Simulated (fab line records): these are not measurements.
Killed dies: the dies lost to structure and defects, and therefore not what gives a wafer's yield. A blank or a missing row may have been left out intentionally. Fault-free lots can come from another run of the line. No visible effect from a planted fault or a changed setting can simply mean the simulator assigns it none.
8D (eight disciplines) problem report, filled in by code | flow gf180mcu | the parts of the form that need people (team, actions taken, sign-off) are left out

1. WHAT WENT WRONG
Wafers with no fault read 100.0 W with a standard deviation of 0.34, whereas bias_w at GF_V5_ETCH_16 reads a mean of 80.0 W on 1 wafer of 1 lot. That puts it -59 standard deviations away from the usual mean.
The step: etches BARC in N2/H2.
First observed at day 30 12:17: wafer L234.6, on rie_diel-01. The record has a number at this step for 38 wafers belonging to 13 lots. Rule for "out" (also "out of limits"): further than 4 standard deviations from the usual mean. The rest of the wafers with a number are treated as sound.

2. WHAT IT IS, AND WHAT IT ISN'T
question                    | is                | is not
which readings at this step | bias_w            | drypump_motor_current_A, oes_product_au, throttle_valve_pct
which lots                  | L234              | L223, L225, L226, L227, L228, L229, L230, L235, L238, L240, L244, L245
which wafers of those lots  | L234.6            | L234.3
read on which tools         | rie_diel-01       | rie_diel-02, rie_diel-04
when                        | from day 30 12:17 | up to then (22 sound wafers); but 15 sound wafers of L235, L238, L240, L244, L245 came after

3. THE SUSPECTS, EACH WITH WHAT RULES IT OUT
Counting: any tool at a process step up to the reading remains a suspect provided it ran every lot that is out. Sound lots after the first of them don't rule it out here, since some wafers of a struck lot are sound.
- rie_diel-02 at GF_V4_ETCH_17 (etches SiO2 in C4F8/O2/Ar, stops on TiN, target depth 630 nm): kept. The lot that is out, L234, ran on it at day 29 15:43; the last sound lot it ran before that was L223, at day 26 08:22. GF_V4_ETCH_17 gives no start for some lots, so the hours and the order of its lots are those of GF_V5_THK_MEAS_01.
- rie_diel-01 at GF_V5_ETCH_16 (etches BARC in N2/H2): kept. The lot that is out, L234, ran on it at day 30 12:17; the last sound lot it ran before that was L230, at day 29 12:37. On those wafers its own readings are out: bias_w.
- At GF_V4_ETCH_17 on rie_diel-02, chamber 2 took the sound wafers of the same lots and chamber 0 took the wafers that are out.
- At GF_V5_ETCH_16 on rie_diel-01, chamber 3 took the sound wafers of the same lots and chamber 2 took the wafers that are out.
After counting, rie_diel-02 at GF_V4_ETCH_17 and rie_diel-01 at GF_V5_ETCH_16 remain.

4. THE CAUSE (what the simulator had put in)
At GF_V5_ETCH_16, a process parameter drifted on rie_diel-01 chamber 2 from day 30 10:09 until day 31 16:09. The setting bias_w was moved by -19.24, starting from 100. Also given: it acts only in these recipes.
Counting leaves 2 suspects; this tool is one of them.

5. THE EFFECT CHAIN, in route order
Each row: a reading where the mean over the struck wafers with a number is more than 3 standard deviations away from the usual. Readings are gone through only where the record gives a usual standard deviation; hours: the median, over the lots, of the time from a lot's start at the first step in this table giving one to that lot's start at this step; sigmas: the change measured in usual standard deviations.
hours | step          | reading | usual   | on struck wafers | change | sigmas
0     | GF_V5_ETCH_16 | bias_w  | 100.0 W | 80.0             | -20.0  | -59
Here are the process steps it includes:
- GF_V5_ETCH_16: etches BARC in N2/H2.

6. WHAT WOULD HAVE CAUGHT IT SOONER
First out-of-limits reading in this record: day 30 12:17, which is 2 hours after fault onset at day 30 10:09.
